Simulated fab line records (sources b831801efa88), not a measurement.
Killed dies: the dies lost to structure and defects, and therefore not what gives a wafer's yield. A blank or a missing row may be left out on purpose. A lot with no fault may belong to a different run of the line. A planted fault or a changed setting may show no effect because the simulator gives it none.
fab line records + flow sky130
record
- lots=15
- wafers=45
- last-day=49
route steps=708 shown VT_ADJUST_HVTR@141 VT_ADJUST_PCH@150 SONOS_TUNNEL@158
lots that met no fault: taken from a fault-free run of the same line
start-h: hours from the record's first day to the start of the lot's first wafer shown + wait-h: hours since the lot's step before + " unchanged from the row above + L1.1+2: several wafers, shown together as one row + - no value, or no start was given + * or withheld: withheld + < > ~ a bound
route shown NAME@n: NAME is a module with steps in the file, n the number in the route of the first one + usual: mean and standard deviation over wafers with no fault + same: alike in all rows + chamber/n: place in a boat + sites: per-site readings + _std_site: their standard deviation + _edge_site: mean of outer sites minus mean of inner sites + radius-mm: for every site, how far away it sits from the centre of the wafer + mask NAME#n: copy n + behind: tool/chamber where the wafer was last shaped + hold: reason for holding the lot/hours on hold/outcome of the hold + device: the n, p or np transistor that did not switch + end of line: the route-end tests of the same wafers + a step without rows: its recipe alone + killed: count of dies lost to structure and defects at first sort (not the wafer's yield) + map: dies across one wafer; x = killed, . = not, _ = none there
set.NAME: the setting that was run; set.NAME@STEP: the one run at that earlier step + model.NAME: the simulator's own value behind a step, which no gauge read
a sample of lots followed through the steps of the route, with each step as a table and each wafer as a row
services: the hour from which a tool's chamber was out of use, counted from the record's first day as start-h (under 0 if before that day), plus the number of hours and why
## steps
# step SKY_VT_ADJUST_HVTR_STRIP_10
# recipe
- chemistry=O2/N2
- power-w=1400
- pressure-mtorr=1500
- platen-temp-c=withheld
- o2-flow-sccm=3000
- n2-flow-sccm=300
- overash-fraction=0.5
# usual
- chamber-pressure-mTorr=1500.2/1.4
- drypump-motor-current-A=5.7/0.5
- oes-product-au=0.716/0.0044
- strip-time-to-endpoint-s=14.17/0.036
| lot.wafer | tool            | chamber | start-h | wait-h | chamber-pressure-mTorr | drypump-motor-current-A | oes-product-au | rf-hours-counter-h | strip-time-to-endpoint-s |
|-----------|-----------------|---------|---------|--------|------------------------|-------------------------|----------------|--------------------|--------------------------|
| L442.1    | plasma-asher-01 | 0       | 204.17  | 0.1    | 1496.8                 | 6.2                     | 0.721          | 7                  | 14.17                    |
| L442.3    | "               | 0       | "       | "      | 1500.5                 | 6.2                     | 0.712          | -                  | 14.15                    |
| L442.5    | "               | 1       | "       | "      | 1501.3                 | 5.4                     | 0.715          | -                  | 14.15                    |
| L443.2    | plasma-asher-04 | 0       | 205.82  | 0.1    | 1501.1                 | 6.5                     | 0.708          | 52                 | 14.20                    |
| L443.3    | "               | 0       | "       | "      | 1501.6                 | 6.5                     | 0.720          | -                  | 14.21                    |
| L443.5    | "               | 0       | "       | "      | 1500.6                 | 6.5                     | 0.719          | -                  | 14.17                    |
| L444.2    | plasma-asher-04 | 1       | 219.42  | 0.1    | 1499.1                 | 4.7                     | 0.712          | 53                 | 14.21                    |
| L444.5    | "               | 1       | "       | "      | 1499.7                 | 4.7                     | 0.719          | -                  | 14.21                    |
| L444.6    | "               | 0       | "       | "      | 1499.5                 | 6.5                     | 0.713          | -                  | 14.21                    |
| L445.1    | plasma-asher-03 | 0       | 223.59  | 0.1    | 1500.1                 | 5.8                     | 0.721          | 42                 | 14.18                    |
| L445.4    | "               | 0       | "       | "      | 1500.9                 | 5.8                     | 0.714          | -                  | 14.17                    |
| L445.6    | "               | 1       | "       | "      | 1499.9                 | 5.3                     | 0.719          | -                  | 14.15                    |
| L446.1    | plasma-asher-01 | 1       | 229.29  | 0.1    | 1500.2                 | 5.4                     | 0.716          | 9                  | 14.15                    |
| L446.4    | "               | 1       | "       | "      | 1498.2                 | 5.4                     | 0.715          | -                  | 14.15                    |
| L446.6    | "               | 1       | "       | "      | 1501.6                 | 5.5                     | 0.707          | -                  | 14.13                    |
| L447.2    | plasma-asher-03 | 0       | 241.24  | 0.1    | 1499.4                 | 5.8                     | 0.712          | 43                 | 14.16                    |
| L447.4    | "               | 0       | "       | "      | 1501.3                 | 5.8                     | 0.711          | -                  | 14.13                    |
| L447.5    | "               | 1       | "       | "      | 1498.9                 | 5.3                     | 0.720          | -                  | 14.15                    |
| L450.1    | plasma-asher-03 | 0       | 265.97  | 0.1    | 1501.2                 | 5.8                     | 0.723          | 45                 | 14.20                    |
| L450.2    | "               | 1       | "       | "      | 1499.5                 | 5.3                     | 0.719          | 45                 | 14.21                    |
| L450.5    | "               | 0       | "       | "      | 1500.2                 | 5.8                     | 0.715          | -                  | 14.17                    |
| L451.2    | plasma-asher-03 | 0       | 267.94  | 0.1    | 1499.1                 | 5.8                     | 0.719          | 46                 | 14.21                    |
| L451.3    | "               | 0       | "       | "      | 1499.8                 | 5.8                     | 0.724          | -                  | 14.15                    |
| L451.5    | "               | 1       | "       | "      | 1501.1                 | 5.3                     | 0.713          | -                  | 14.17                    |
| L453.2    | plasma-asher-01 | 0       | 272.77  | 0.1    | 1500.2                 | 6.1                     | 0.717          | 12                 | 14.20                    |
| L453.3    | "               | 0       | "       | "      | 1499.8                 | 6.1                     | 0.714          | -                  | 14.20                    |
| L453.6    | "               | 0       | "       | "      | 1500.2                 | 6.1                     | 0.712          | -                  | 14.17                    |
| L454.2    | plasma-asher-04 | 1       | 291.89  | 0.1    | 1499.1                 | 4.7                     | 0.715          | 60                 | 14.19                    |
| L454.3    | "               | 0       | "       | "      | 1500.0                 | 6.5                     | 0.727          | -                  | 14.18                    |
| L454.5    | "               | 0       | "       | "      | 1500.9                 | 6.5                     | 0.715          | -                  | 14.20                    |
| L456.1    | plasma-asher-01 | 0       | 301.57  | 0.1    | 1500.9                 | 6.1                     | 0.717          | 15                 | 14.09                    |
| L456.2    | "               | 1       | "       | "      | 1499.4                 | 5.5                     | 0.715          | 15                 | 14.09                    |
| L456.6    | "               | 0       | "       | "      | 1498.9                 | 6.1                     | 0.720          | -                  | 14.10                    |
| L458.3    | plasma-asher-04 | 1       | 318.22  | 0.1    | 1500.9                 | 4.7                     | 0.717          | -                  | 14.20                    |
| L458.5    | "               | 0       | "       | "      | 1499.5                 | 6.5                     | 0.717          | -                  | 14.18                    |
| L458.6    | "               | 1       | "       | "      | 1501.3                 | 4.7                     | 0.712          | -                  | 14.19                    |
| L460.2    | plasma-asher-03 | 0       | 326.44  | 0.1    | 1498.7                 | 5.8                     | 0.714          | 52                 | 14.18                    |
| L460.3    | "               | 1       | "       | "      | 1498.2                 | 5.3                     | 0.713          | -                  | 14.16                    |
| L460.6    | "               | 0       | "       | "      | 1501.8                 | 5.8                     | 0.722          | -                  | 14.16                    |
| L462.2    | plasma-asher-01 | 1       | 344.39  | 0.1    | 1499.1                 | 5.4                     | 0.719          | 19                 | 14.19                    |
| L462.3    | "               | 1       | "       | "      | 1498.6                 | 5.4                     | 0.721          | -                  | 14.20                    |
| L462.4    | "               | 0       | "       | "      | 1500.2                 | 6.2                     | 0.714          | -                  | 14.21                    |
| L463.1    | plasma-asher-01 | 1       | 352.29  | 0.1    | 1499.3                 | 5.4                     | 0.717          | 20                 | 14.14                    |
| L463.3    | "               | 0       | "       | "      | 1499.5                 | 6.2                     | 0.717          | -                  | 14.15                    |
| L463.5    | "               | 1       | "       | "      | 1502.0                 | 5.5                     | 0.711          | -                  | 14.17                    |
# step SKY_VT_ADJUST_PCH_OVL_MEAS_07
# usual
- VT_ADJUST_PCH_OVL=1.8/1.7
| lot.wafer | tool       | chamber | start-h | wait-h | VT_ADJUST_PCH_OVL[nm] |
|-----------|------------|---------|---------|--------|-----------------------|
| L442.1    | overlay-02 | -       | 225.53  | -      | 3.4                   |
| L442.3    | "          | -       | "       | "      | 4.9                   |
| L442.5    | "          | -       | "       | "      | 3.2                   |
| L443.2    | overlay-01 | -       | 227.38  | -      | 4.3                   |
| L443.3    | "          | -       | "       | "      | -0.3                  |
| L443.5    | "          | -       | "       | "      | 1.6                   |
| L444.2    | overlay-01 | -       | 240.58  | -      | 2.0                   |
| L444.5    | "          | -       | "       | "      | 0.7                   |
| L444.6    | "          | -       | "       | "      | -0.9                  |
| L445.1    | overlay-01 | -       | 244.78  | -      | 3.0                   |
| L445.4    | "          | -       | "       | "      | 3.0                   |
| L445.6    | "          | -       | "       | "      | 3.6                   |
| L446.1    | overlay-02 | -       | 251.03  | -      | 1.2                   |
| L446.4    | "          | -       | "       | "      | 0.9                   |
| L446.6    | "          | -       | "       | "      | 2.9                   |
| L447.2    | overlay-01 | -       | 263.09  | -      | 1.0                   |
| L447.4    | "          | -       | "       | "      | -0.7                  |
| L447.5    | "          | -       | "       | "      | 3.5                   |
| L450.1    | overlay-01 | -       | 289.82  | -      | 3.5                   |
| L450.2    | "          | -       | "       | "      | 2.7                   |
| L450.5    | "          | -       | "       | "      | 2.4                   |
| L451.2    | overlay-01 | -       | 291.88  | -      | 3.0                   |
| L451.3    | "          | -       | "       | "      | 3.1                   |
| L451.5    | "          | -       | "       | "      | 3.4                   |
| L453.2    | overlay-01 | -       | 297.04  | -      | 2.6                   |
| L453.3    | "          | -       | "       | "      | 4.3                   |
| L453.6    | "          | -       | "       | "      | 1.9                   |
| L454.2    | overlay-01 | -       | 317.28  | -      | 3.5                   |
| L454.3    | "          | -       | "       | "      | 3.6                   |
| L454.5    | "          | -       | "       | "      | 5.2                   |
| L456.1    | overlay-01 | -       | 327.68  | -      | 1.7                   |
| L456.2    | "          | -       | "       | "      | 0.7                   |
| L456.6    | "          | -       | "       | "      | 4.5                   |
| L458.3    | overlay-02 | -       | 344.28  | -      | 1.8                   |
| L458.5    | "          | -       | "       | "      | 2.4                   |
| L458.6    | "          | -       | "       | "      | 4.1                   |
| L460.2    | overlay-02 | -       | 353.69  | -      | 2.2                   |
| L460.3    | "          | -       | "       | "      | -0.5                  |
| L460.6    | "          | -       | "       | "      | 2.9                   |
| L462.2    | overlay-02 | -       | 372.24  | -      | 1.7                   |
| L462.3    | "          | -       | "       | "      | 2.8                   |
| L462.4    | "          | -       | "       | "      | 0.4                   |
| L463.1    | overlay-02 | -       | 379.47  | -      | 1.9                   |
| L463.3    | "          | -       | "       | "      | 0.0                   |
| L463.5    | "          | -       | "       | "      | -1.2                  |
# step SKY_VT_ADJUST_PCH_TW_MEAS_10
# usual
- VT_ADJUST_PCH_TW=144.4/1.7
| lot.wafer | tool          | chamber | start-h | wait-h | VT_ADJUST_PCH_TW |
|-----------|---------------|---------|---------|--------|------------------|
| L442.1    | film-metro-03 | -       | 225.81  | 0.1    | 143.0            |
| L442.3    | "             | -       | "       | "      | 143.4            |
| L442.5    | "             | -       | "       | "      | 142.8            |
| L443.2    | film-metro-04 | -       | 227.67  | 0.1    | 146.6            |
| L443.3    | "             | -       | "       | "      | 147.4            |
| L443.5    | "             | -       | "       | "      | 146.8            |
| L444.2    | film-metro-04 | -       | 240.87  | 0.1    | 146.3            |
| L444.5    | "             | -       | "       | "      | 146.5            |
| L444.6    | "             | -       | "       | "      | 146.2            |
| L445.1    | film-metro-03 | -       | 245.06  | 0.1    | 142.9            |
| L445.4    | "             | -       | "       | "      | 141.6            |
| L445.6    | "             | -       | "       | "      | 141.7            |
| L446.1    | film-metro-03 | -       | 251.32  | 0.1    | 142.9            |
| L446.4    | "             | -       | "       | "      | 142.5            |
| L446.6    | "             | -       | "       | "      | 143.4            |
| L447.2    | film-metro-03 | -       | 263.38  | 0.1    | 143.2            |
| L447.4    | "             | -       | "       | "      | 142.4            |
| L447.5    | "             | -       | "       | "      | 142.7            |
| L450.1    | film-metro-04 | -       | 290.10  | 0.1    | 145.8            |
| L450.2    | "             | -       | "       | "      | 145.9            |
| L450.5    | "             | -       | "       | "      | 145.8            |
| L451.2    | film-metro-03 | -       | 292.17  | 0.1    | 142.8            |
| L451.3    | "             | -       | "       | "      | 142.2            |
| L451.5    | "             | -       | "       | "      | 142.8            |
| L453.2    | film-metro-01 | -       | 297.33  | 0.1    | 145.5            |
| L453.3    | "             | -       | "       | "      | 143.9            |
| L453.6    | "             | -       | "       | "      | 145.2            |
| L454.2    | film-metro-04 | -       | 317.57  | 0.1    | 146.4            |
| L454.3    | "             | -       | "       | "      | 147.7            |
| L454.5    | "             | -       | "       | "      | 147.1            |
| L456.1    | film-metro-04 | -       | 327.97  | 0.1    | 147.1            |
| L456.2    | "             | -       | "       | "      | 146.1            |
| L456.6    | "             | -       | "       | "      | 145.9            |
| L458.3    | film-metro-01 | -       | 344.57  | 0.1    | 144.0            |
| L458.5    | "             | -       | "       | "      | 143.7            |
| L458.6    | "             | -       | "       | "      | 143.7            |
| L460.2    | film-metro-03 | -       | 353.98  | 0.1    | 143.1            |
| L460.3    | "             | -       | "       | "      | 143.8            |
| L460.6    | "             | -       | "       | "      | 143.1            |
| L462.2    | film-metro-04 | -       | 372.53  | 0.1    | 146.7            |
| L462.3    | "             | -       | "       | "      | 146.2            |
| L462.4    | "             | -       | "       | "      | 146.8            |
| L463.1    | film-metro-04 | -       | 379.75  | 0.1    | 146.7            |
| L463.3    | "             | -       | "       | "      | 147.5            |
| L463.5    | "             | -       | "       | "      | 145.7            |
# step SKY_SONOS_TUNNEL_EXPOSE_04
# recipe
- mask-id=TUNM
- na=0.6
- source-shape=conventional
- sigma-outer=0.6
- polarization=unpolarized
- target-cd-nm=410
- dose-mj=136
# usual
- exposure-dose-mJ-cm2=135.94/0.13
# same
- na=0.6
- sigma-outer=0.6
| lot.wafer | tool             | chamber | start-h | wait-h | mask   | exposure-dose-mJ-cm2 |
|-----------|------------------|---------|---------|--------|--------|----------------------|
| L442.1    | iline-stepper-02 | 0       | 236.59  | -      | TUNM#0 | 136.06               |
| L442.3    | "                | 0       | "       | "      | TUNM#0 | 136.16               |
| L442.5    | "                | 0       | "       | "      | TUNM#0 | 136.05               |
| L443.2    | iline-stepper-02 | 0       | 238.48  | -      | TUNM#0 | 135.82               |
| L443.3    | "                | 0       | "       | "      | TUNM#0 | 135.71               |
| L443.5    | "                | 0       | "       | "      | TUNM#0 | 136.10               |
| L444.2    | iline-stepper-01 | 0       | 251.17  | -      | TUNM#0 | 136.09               |
| L444.5    | "                | 0       | "       | "      | TUNM#0 | 136.08               |
| L444.6    | "                | 0       | "       | "      | TUNM#0 | 136.03               |
| L445.1    | iline-stepper-01 | 0       | 255.43  | -      | TUNM#0 | 135.94               |
| L445.4    | "                | 0       | "       | "      | TUNM#0 | 135.98               |
| L445.6    | "                | 0       | "       | "      | TUNM#0 | 135.96               |
| L446.1    | iline-stepper-01 | 0       | 263.07  | -      | TUNM#0 | 133.85               |
| L446.4    | "                | 0       | "       | "      | TUNM#0 | 133.62               |
| L446.6    | "                | 0       | "       | "      | TUNM#0 | 133.84               |
| L447.2    | iline-stepper-02 | 0       | 274.77  | -      | TUNM#0 | 136.08               |
| L447.4    | "                | 0       | "       | "      | TUNM#0 | 135.76               |
| L447.5    | "                | 0       | "       | "      | TUNM#0 | 135.91               |
| L450.1    | iline-stepper-01 | 0       | 302.05  | -      | TUNM#0 | 134.28               |
| L450.2    | "                | 0       | "       | "      | TUNM#0 | 134.01               |
| L450.5    | "                | 0       | "       | "      | TUNM#0 | 134.39               |
| L451.2    | iline-stepper-01 | 0       | 304.22  | -      | TUNM#0 | 134.30               |
| L451.3    | "                | 0       | "       | "      | TUNM#0 | 134.33               |
| L451.5    | "                | 0       | "       | "      | TUNM#0 | 134.20               |
| L453.2    | iline-stepper-02 | 0       | 309.25  | -      | TUNM#0 | 135.91               |
| L453.3    | "                | 0       | "       | "      | TUNM#0 | 135.85               |
| L453.6    | "                | 0       | "       | "      | TUNM#0 | 135.97               |
| L454.2    | iline-stepper-02 | 0       | 329.45  | -      | TUNM#0 | 135.86               |
| L454.3    | "                | 0       | "       | "      | TUNM#0 | 135.88               |
| L454.5    | "                | 0       | "       | "      | TUNM#0 | 135.91               |
| L456.1    | iline-stepper-02 | 0       | 341.63  | -      | TUNM#0 | 136.13               |
| L456.2    | "                | 0       | "       | "      | TUNM#0 | 135.88               |
| L456.6    | "                | 0       | "       | "      | TUNM#0 | 135.93               |
| L458.3    | iline-stepper-02 | 0       | 357.74  | -      | TUNM#0 | 135.68               |
| L458.5    | "                | 0       | "       | "      | TUNM#0 | 135.75               |
| L458.6    | "                | 0       | "       | "      | TUNM#0 | 135.75               |
| L460.2    | iline-stepper-02 | 0       | 368.41  | -      | TUNM#0 | 135.97               |
| L460.3    | "                | 0       | "       | "      | TUNM#0 | 135.86               |
| L460.6    | "                | 0       | "       | "      | TUNM#0 | 136.01               |
| L462.2    | iline-stepper-02 | 0       | 386.92  | -      | TUNM#0 | 136.06               |
| L462.3    | "                | 0       | "       | "      | TUNM#0 | 136.13               |
| L462.4    | "                | 0       | "       | "      | TUNM#0 | 136.05               |
| L463.1    | iline-stepper-02 | 0       | 394.53  | -      | TUNM#0 | 135.95               |
| L463.3    | "                | 0       | "       | "      | TUNM#0 | 135.94               |
| L463.5    | "                | 0       | "       | "      | TUNM#0 | 135.97               |
## services
| tool             | chamber | start-h | hours | kind        |
|------------------|---------|---------|-------|-------------|
| plasma-asher-01  | -       | 204.78  | 7.1   | pm          |
| plasma-asher-04  | -       | 211.23  | 2.8   | repair      |
| plasma-asher-03  | -       | 217.19  | 3.3   | repair      |
| iline-stepper-01 | -       | 219.38  | 1.7   | pm          |
| iline-stepper-01 | 0       | 244.62  | -     | calibration |
| iline-stepper-02 | -       | 264.63  | 1.7   | pm          |
| iline-stepper-02 | 0       | 305.23  | -     | calibration |
| plasma-asher-04  | -       | 328.91  | 11.8  | repair      |
| iline-stepper-02 | -       | 348.24  | 3.3   | repair      |
| iline-stepper-01 | -       | 383.92  | 0.8   | pm          |
## key
first-sign
- step=SKY_SONOS_TUNNEL_EXPOSE_04
- reading=exposure-dose-mJ-cm2
- direction=down
- sigmas=15
- usual=*
- struck=*
effect none on later readings
met-at SKY_SONOS_TUNNEL_EXPOSE_04
struck-lots L446,L450,L451
sort-left-out L446.1,L446.4,L446.6
tester-left-out L446,L450,L451
loop-trim
- step=SKY_SONOS_TUNNEL_EXPOSE_04
- setting=dose
- lots=L450,L451
not-acting-at SKY_VT_ADJUST_HVTR_STRIP_10,SKY_VT_ADJUST_PCH_OVL_MEAS_07,SKY_VT_ADJUST_PCH_TW_MEAS_10
onset-between 255.43 263.07
fault
- kind=process-parameter-drift
- tool=iline-stepper-01
- chamber=-
- onset-h=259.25
- steps=SKY_SONOS_TUNNEL_EXPOSE_04
- channel=dose-mj
- offset=-2.0993
- shape=step
- acts-in=these-recipes-only
- stated=136
# tester-left-out: of these lots the tester's yield and bins aren't shown, on N5 and GAA mostly nor the transistor test; their killed dies are dies lost to structure and defects alone, not to doping, threshold or leakage, so they don't give the yield
# sort-left-out: the simulated sort isn't trusted on such a fault, so these wafers' sort isn't shown, and their yield isn't known
# loop-trim: a control loop set the setting to another value than it would have without faults
